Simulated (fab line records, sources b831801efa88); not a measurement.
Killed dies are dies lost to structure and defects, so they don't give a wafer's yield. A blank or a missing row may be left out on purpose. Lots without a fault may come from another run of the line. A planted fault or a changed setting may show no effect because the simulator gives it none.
Which tool did it? | flow sky130 | 11 lots, 33 wafers sampled, at 3 steps of a route of 708

WHAT THE GAUGES READ, wafer by wafer
SKY_NWELL_RS_MEAS_31: measures by four-point-probe.
lot  | measured     | on            | PWDE_RS (ohm/sq)
L528 | day 5 10:05  | film_metro-01 | 5277 5276 5283
L529 | day 5 20:53  | film_metro-01 | 5273 5256 5273
L534 | day 7 00:44  | film_metro-03 | 5322 5290 5283
L535 | day 7 04:01  | film_metro-04 | 5287 5288 5291
L537 | day 7 14:53  | film_metro-03 | 5044 5045 5050
L540 | day 8 09:43  | film_metro-01 | 5027 5033 5036
L542 | day 9 01:54  | film_metro-01 | 5300 5288 5285
L546 | day 10 00:19 | film_metro-03 | 5253 5269 5261
L548 | day 10 12:46 | film_metro-03 | 5261 5267 5273
L550 | day 11 09:26 | film_metro-03 | 5278 5267 5274
L551 | day 11 10:20 | film_metro-01 | 5291 5283 5279

WHICH TOOL RAN EACH LOT (tool, then ch and the chambers of the sampled wafers, then the start)
lot  | SKY_PWDE_IMPLANT_08            | SKY_PWDE_STRIP_09
L528 | implanter-04 ch 0, day 3 22:43 | plasma_asher-01 ch 0,1, day 3 22:50
L529 | implanter-02 ch 0, day 4 06:55 | plasma_asher-01 ch 0,1, day 4 07:04
L534 | implanter-04 ch 0, day 5 10:08 | plasma_asher-01 ch 0,1, day 5 10:16
L535 | implanter-04 ch 0, day 5 12:55 | plasma_asher-01 ch 0,1, day 5 13:04
L537 | implanter-04 ch 0, day 5 23:15 | plasma_asher-02 ch 0,1, day 5 23:24
L540 | implanter-04 ch 0, day 6 16:13 | plasma_asher-02 ch 0,1, day 6 16:21
L542 | implanter-02 ch 0, day 7 08:10 | plasma_asher-02 ch 0,1, day 7 08:19
L546 | implanter-02 ch 0, day 8 04:42 | plasma_asher-01 ch 0,1, day 8 04:49
L548 | implanter-01 ch 0, day 8 16:02 | plasma_asher-02 ch 0,1, day 8 16:10
L550 | implanter-02 ch 0, day 9 10:06 | plasma_asher-04 ch 0,1, day 9 10:14
L551 | implanter-01 ch 0, day 9 10:50 | plasma_asher-02 ch 0,1, day 9 10:58
- SKY_PWDE_IMPLANT_08
- SKY_PWDE_STRIP_09: strips in O2/N2.

THE ANSWER, worked out from the rows above alone
Rule: what is usual is taken from the lots themselves. Put in order of their means at a reading, lots are off if they are a third of the lots or fewer, leave a main group of 4 or more, and stand apart from it by a gap of 3 or more times the standard deviation of the main group's means; of several such gaps the widest counts. A main group whose means are all the same, to the digits that the tables above print for the reading, isn't used. A lot without any number at a reading at which 4 lots or more have one is off too. The other lots that the step has rows for count as sound.
Off: L537, L540, at SKY_NWELL_RS_MEAS_31 (PWDE_RS). The main group: mean 5279 ohm/sq, standard deviation 12.
A tool fits if, at a process step before that reading, it ran every lot that is off, and no sound lot after the first of them. The gauges at SKY_NWELL_RS_MEAS_31 are tried like those tools. One fits: implanter-04 at SKY_PWDE_IMPLANT_08. Its last sound lot is L535 (day 5 12:55), its first lot that is off L537 (day 5 23:15): a fault that began between those two fits.

WHAT THE SIMULATOR HAD PUT IN
Process parameter drift: implanter-04, from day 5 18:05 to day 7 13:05, at SKY_PWDE_IMPLANT_08. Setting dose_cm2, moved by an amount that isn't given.
Lots struck among those shown: L537, L540. The rule above found the same.
